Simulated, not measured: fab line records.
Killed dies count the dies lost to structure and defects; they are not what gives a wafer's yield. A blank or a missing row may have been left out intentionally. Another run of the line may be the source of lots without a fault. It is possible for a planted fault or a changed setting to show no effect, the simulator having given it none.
Matching of chambers -- flow sky130 -- pecvd-02 running SKY_CAP2M_CVD_00: 3 sister chambers
The step deposits SiO2, target thk 15.5 nm. 6 wafers are shown with their chamber, then 8 later ones without.

== EACH WAFER AND ITS CHAMBER ==
wafer,chamber,heater-power-w (W)
L076.5,0,603
L076.6,2,643
L078.1,2,568
L078.2,1,789
L078.3,0,694
L078.4,1,818

== WAFERS WITHOUT THEIR CHAMBER ==
wafer,heater-power-w (W)
L078.5,569
L078.6,695
L085.1,586
L085.2,696
L085.3,722
L085.4,608
L085.5,706
L085.6,724

== EACH ONE'S CHAMBER ==
wafer,from the rows above,in truth
L078.5,can't be placed: 2 or 0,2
L078.6,can't be placed: 0 or 2 or 1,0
L085.1,can't be placed: 2 or 0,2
L085.2,can't be placed: 0 or 2 or 1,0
L085.3,can't be placed: 0 or 1 or 2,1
L085.4,can't be placed: 2 or 0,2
L085.5,can't be placed: 0 or 1 or 2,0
L085.6,can't be placed: 0 or 1 or 2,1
Correctly placed: 0 of 8. Not placeable from these rows: 8 (in 8, the candidates include the true chamber). Number placed wrongly: 0.
How it was worked out, from the rows above alone: a wafer's distance from a chamber is the root of the sum, over the readings, of the square of ((its reading less the chamber's mean) divided by the reading's scatter). The wafer belongs to the nearest chamber; if the next one is less than 2 further off, it can't be placed. The mean given for a chamber averages the wafers shown for that chamber. The scatter: take each reading less its chamber's mean, square it, sum over the shown wafers, divide by the number of wafers less the number of chambers, and take the root.
